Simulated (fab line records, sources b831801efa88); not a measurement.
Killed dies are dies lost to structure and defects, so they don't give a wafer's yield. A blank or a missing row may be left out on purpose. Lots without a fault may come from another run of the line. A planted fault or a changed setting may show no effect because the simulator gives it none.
Which tool did it? | flow sky130 | 14 lots, 42 wafers sampled, at 4 steps of a route of 708

WHAT THE GAUGES READ, wafer by wafer
SKY_DNWELL_TW_MEAS_09. Usual: DNWELL_TW 1116, standard deviation 8.1.
lot  | measured    | on            | DNWELL_TW      | flag
L554 | day 3 08:11 | film_metro-02 | 1122 1122 1122 |
L556 | day 3 20:14 | film_metro-02 | 1122 1121 1122 |
L557 | day 4 04:26 | film_metro-02 | 1110 1115 1109 |
L558 | day 4 09:22 | film_metro-04 | 1129 1127 1127 |
L561 | day 4 23:56 | film_metro-01 | 1108 1105 1098 |
L560 | day 5 00:12 | film_metro-02 | 1120 1119 1117 |
L563 | day 5 07:19 | film_metro-02 | 1119 1117 1124 |
L564 | day 5 15:16 | film_metro-04 | 1127 1122 1126 |
L571 | day 7 04:28 | film_metro-01 | 1125 1118 1114 |
L572 | day 7 09:16 | film_metro-02 | 1116 1113 1116 |
L573 | day 7 18:56 | film_metro-01 | 1113 1117 1111 |
L574 | day 7 21:37 | film_metro-01 | 1128 1122 1124 |
L575 | day 8 06:16 | film_metro-02 | 1118 1125 1123 |
L576 | day 8 09:07 | film_metro-02 | 1115 1114 1112 |

SKY_VT_ADJUST_HVTR_OVL_MEAS_08. Usual: VT_ADJUST_HVTR_OVL 0.1 nm, standard deviation 1.2.
lot  | measured     | on         | VT_ADJUST_HVTR_OVL (nm) | flag
L554 | day 9 15:35  | overlay-02 | -0.6 1.2 0.3            |
L556 | day 10 04:56 | overlay-02 | -2.3 -0.8 -0.9          |
L557 | day 10 17:39 | overlay-01 | 0.4 0.0 -0.3            |
L558 | day 11 00:50 | overlay-01 | 0.8 1.9 0.7             |
L561 | day 11 19:41 | overlay-01 | 0.2 -0.6 -0.7           |
L560 | day 11 20:51 | overlay-02 | -1.9 -1.8 -0.1          |
L563 | day 12 07:32 | overlay-02 | 1.5 0.3 1.5             |
L564 | day 12 17:18 | overlay-02 | 0.3 2.4 1.7             |
L571 | day 15 00:26 | overlay-02 | 2.8 1.5 0.9             |
L572 | day 15 05:12 | overlay-02 | -1.6 0.1 -0.8           |
L573 | day 15 16:26 | overlay-02 | -0.5 1.3 0.6            |
L574 | day 15 22:11 | overlay-01 | 1.2 2.2 1.3             |
L575 | day 16 10:17 | overlay-01 | 0.5 1.4 0.8             |
L576 | day 16 14:35 | overlay-01 | -1.8 -0.4 -1.7          |

SKY_SONOS_ONO_THK_MEAS_05. Usual: SONOS_ONO_CVD_04_THK 5.69 nm, standard deviation 0.11.
lot  | measured     | on            | SONOS_ONO_CVD_04_THK (nm) | flag
L554 | day 11 19:42 | film_metro-03 | 5.56 5.49 5.51            |
L556 | day 12 09:58 | film_metro-02 | 5.73 5.73 5.75            |
L557 | day 13 03:10 | film_metro-04 | 5.62 5.72 5.53            |
L558 | day 13 10:05 | film_metro-04 | 5.62 5.57 5.51            |
L561 | day 14 05:50 | film_metro-02 | 5.62 5.60 5.52            |
L560 | day 14 05:51 | film_metro-03 | 5.77 5.67 5.69            |
L563 | day 14 16:15 | film_metro-04 | 5.63 5.66 5.70            |
L564 | day 15 02:25 | film_metro-04 | 5.64 5.57 5.62            |
L571 | day 17 16:07 | film_metro-03 | 5.72 5.75 5.59            |
L572 | day 17 20:10 | film_metro-02 | 5.73 5.82 5.81            |
L573 | day 18 08:25 | film_metro-04 | 5.71 5.65 5.83            |
L574 | day 18 13:58 | film_metro-02 | 5.76 5.75 5.80            |
L575 | day 19 05:51 | film_metro-02 | 5.77 5.91 5.66            |
L576 | day 19 08:41 | film_metro-02 | 5.53 5.56 5.51            |

WHICH TOOL RAN EACH LOT (tool, then ch and the chambers of the sampled wafers, then the start)
lot  | SKY_SONOS_TUNNEL_IMPLANT_09
L554 | implanter-04 ch 0, day 11 13:40
L556 | implanter-03 ch 0, day 12 04:41
L557 | implanter-03 ch 0, day 12 18:40
L558 | implanter-03 ch 0, day 13 01:52
L561 | implanter-03 ch 0, day 13 22:28
L560 | implanter-04 ch 0, day 13 23:46
L563 | implanter-03 ch 0, day 14 10:49
L564 | implanter-03 ch 0, day 14 20:59
L571 | implanter-04 ch 0, day 17 08:26
L572 | implanter-03 ch 0, day 17 13:35
L573 | implanter-04 ch 0, day 18 02:16
L574 | implanter-02 ch 0, day 18 07:17
L575 | implanter-03 ch 0, day 18 20:55
L576 | implanter-02 ch 0, day 19 01:46
- SKY_SONOS_TUNNEL_IMPLANT_09

WHAT THE TOOLS THEMSELVES READ (means of the sampled wafers that have a number; where no wafer has one, the mark that the record gives instead)
SKY_SONOS_TUNNEL_IMPLANT_09. Usual: beam_energy_keV 20.001, standard deviation 0.0056; beam_on_s 10.00 s, standard deviation 0.21; dose_ions_cm2 1.0001e+12, standard deviation 9.9e+08; faraday_current_uA 5.64, standard deviation 0.12.
lot  | tool         | beam_energy_keV | beam_on_s (s) | dose_ions_cm2 | faraday_current_uA | flag
L554 | implanter-04 | 19.996          | 10.03         | 1.0016e+12    | 5.62               |
L556 | implanter-03 | 20.005          | 9.93          | 9.9993e+11    | 5.67               |
L557 | implanter-03 | 19.999          | 10.19         | 1.0002e+12    | 5.52               |
L558 | implanter-03 | 20.000          | 9.98          | 9.9850e+11    | 5.66               |
L561 | implanter-03 | 22.513          | 10.08         | 9.9967e+11    | 5.58               | OFF
L560 | implanter-04 | 19.997          | 10.22         | 1.0006e+12    | 5.52               |
L563 | implanter-03 | 22.517          | 9.94          | 1.0014e+12    | 5.67               | OFF
L564 | implanter-03 | 22.519          | 9.96          | 9.9950e+11    | 5.66               | OFF
L571 | implanter-04 | 20.002          | 10.18         | 9.9983e+11    | 5.55               |
L572 | implanter-03 | 20.000          | 10.05         | 9.9973e+11    | 5.60               |
L573 | implanter-04 | 20.006          | 10.01         | 9.9873e+11    | 5.63               |
L574 | implanter-02 | 19.999          | 10.03         | 9.9960e+11    | 5.62               |
L575 | implanter-03 | 20.001          | 9.99          | 1.0005e+12    | 5.65               |
L576 | implanter-02 | 20.007          | 10.00         | 9.9983e+11    | 5.63               |

THE ANSWER, worked out from the rows above alone
Rule: a lot is off if the mean of its wafers that have a number lies more than 3 standard deviations from the usual mean. A lot without any number at a reading at which 4 lots or more have one is off too. The other lots that the step has rows for count as sound. The gauges are gone through in route order, then the tools' own readings, and for those a lot's mean is taken as printed above. The first step at which some lot is off is used, and at that step the reading that is off furthest; a lot without a number counts as furthest.
Off: L561, L563, L564, at SKY_SONOS_TUNNEL_IMPLANT_09 (beam_energy_keV).
A tool fits if, at that step or a process step before it, it ran every lot that is off, and no sound lot after the first of them. None of those tried fits.

WHAT THE SIMULATOR HAD PUT IN
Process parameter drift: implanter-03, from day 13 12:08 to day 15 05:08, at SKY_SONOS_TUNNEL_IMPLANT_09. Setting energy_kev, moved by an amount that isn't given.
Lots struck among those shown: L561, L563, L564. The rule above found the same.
